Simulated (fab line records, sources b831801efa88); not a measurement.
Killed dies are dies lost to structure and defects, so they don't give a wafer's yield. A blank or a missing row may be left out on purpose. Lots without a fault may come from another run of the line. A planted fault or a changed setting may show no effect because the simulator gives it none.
Which tool did it? | flow sky130 | 6 lots, 18 wafers sampled, at 4 steps of a route of 708

WHAT THE GAUGES READ, wafer by wafer
SKY_PAD_OPEN_BOW_MEAS_13.
lot  | measured     | on            | PAD_OPEN_BOW (um)
L580 | day 46 19:55 | film_metro-01 | 43 52 45
L583 | day 47 19:31 | film_metro-04 | 38 37 48
L586 | day 48 23:59 | film_metro-03 | 60 47 35
L591 | day 49 15:07 | film_metro-03 | 47 26 33
L593 | day 50 03:02 | film_metro-04 | 51 55 64
L601 | day 51 09:19 | film_metro-04 | 41 54 48

WHICH TOOL RAN EACH LOT (tool, then ch and the chambers of the sampled wafers, then the start)
lot  | SKY_METAL3_STRIP_19                  | SKY_VIA4_CVD_18               | SKY_METAL5_SPUTTER_04
L580 | plasma_asher-04 ch 0,1, day 39 16:46 | cvd_w-02 ch 0,1, day 43 22:59 | pvd_sputter-02, day 43 23:44
L583 | plasma_asher-03 ch 0,1, day 40 20:19 | cvd_w-02 ch 0,1, day 44 23:50 | pvd_sputter-01, day 45 00:46
L586 | plasma_asher-01 ch 0,1, day 42 06:55 | cvd_w-02 ch 0,1, day 46 06:38 | pvd_sputter-02, day 46 07:43
L591 | plasma_asher-01 ch 0,1, day 43 04:50 | cvd_w-01 ch 0, day 47 01:40   | pvd_sputter-01, day 47 02:25
L593 | plasma_asher-01 ch 0,1, day 43 16:34 | cvd_w-01 ch 0,1, day 47 14:01 | pvd_sputter-04, day 47 14:46
L601 | plasma_asher-04 ch 0,1, day 45 12:20 | cvd_w-02 ch 0,1, day 49 02:24 | pvd_sputter-02, day 49 03:09
- SKY_METAL3_STRIP_19: strips in O2/N2.
- SKY_VIA4_CVD_18: deposits W, target thk 505 nm, time 152.14 s.
- SKY_METAL5_SPUTTER_04: material TiN, target thk 70 nm, time 58.3 s.

THE ANSWER, worked out from the rows above alone
Rule: what is usual is taken from the lots themselves. Put in order of their means at a reading, lots are off if they are a third of the lots or fewer, leave a main group of 4 or more, and stand apart from it by a gap of 3 or more times the standard deviation of the main group's means; of several such gaps the widest counts. A main group whose means are all the same, to the digits that the tables above print for the reading, isn't used. A lot without any number at a reading at which 4 lots or more have one is off too. The other lots that the step has rows for count as sound.
No lot is off at any reading shown: from this, nothing can be told.

WHAT THE SIMULATOR HAD PUT IN
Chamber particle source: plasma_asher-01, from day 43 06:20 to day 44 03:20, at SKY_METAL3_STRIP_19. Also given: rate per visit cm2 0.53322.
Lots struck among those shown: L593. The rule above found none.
